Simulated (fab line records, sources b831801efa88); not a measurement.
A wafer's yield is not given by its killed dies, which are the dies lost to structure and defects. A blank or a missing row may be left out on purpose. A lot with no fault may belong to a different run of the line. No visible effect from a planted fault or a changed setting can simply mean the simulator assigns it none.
Matching of chambers	flow gf180mcu	cmp-01 running GF_V1_CMP_26: 4 sister chambers
The step polishes, stops on SiO2, t overpolish 15 s, target thk 0 nm. 8 wafers are shown with their chamber, then 8 later ones without.

EACH WAFER AND ITS CHAMBER
wafer	chamber	motorCurrentA (A)	timeToEndpointS (s)
L458.4	2	12.5	78
L462.2	3	12.6	72
L462.3	2	12.1	76
L462.4	1	10.8	83
L470.1	0	10.6	87
L470.3	1	11.2	87
L470.6	0	10.2	83
L471.2	3	11.8	77

WAFERS WHOSE CHAMBER IS MISSING
wafer	motorCurrentA (A)	timeToEndpointS (s)
L471.5	12.5	80
L471.6	11.2	82
L473.2	10.0	88
L473.3	11.9	81
L473.4	12.4	82
L475.1	10.9	85
L475.3	12.8	80
L475.4	10.4	84

THE CHAMBER EACH PASSED THROUGH
wafer	from the rows above	in truth
L471.5	can't be placed: 2 or 3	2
L471.6	can't be placed: 1 or 0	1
L473.2	can't be placed: 0 or 1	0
L473.3	can't be placed: 2 or 3 or 1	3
L473.4	can't be placed: 2 or 3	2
L475.1	can't be placed: 1 or 0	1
L475.3	can't be placed: 2 or 3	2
L475.4	can't be placed: 0 or 1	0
Correct placement for 0 of the 8. Not placeable from these rows: 8 (in 8, the candidates include the true chamber). Wrongly placed: 0.
How it was worked out, from the rows above alone: a wafer's distance from a chamber is the root of the sum, over the readings, of the square of ((its reading less the chamber's mean) divided by the reading's scatter). The wafer belongs to the nearest chamber; if the next one is less than 2 further off, it can't be placed. For every chamber, the mean is computed from those of its wafers that are shown. The scatter: take each reading less its chamber's mean, square it, sum over the shown wafers, divide by the number of wafers less the number of chambers, and take the root.
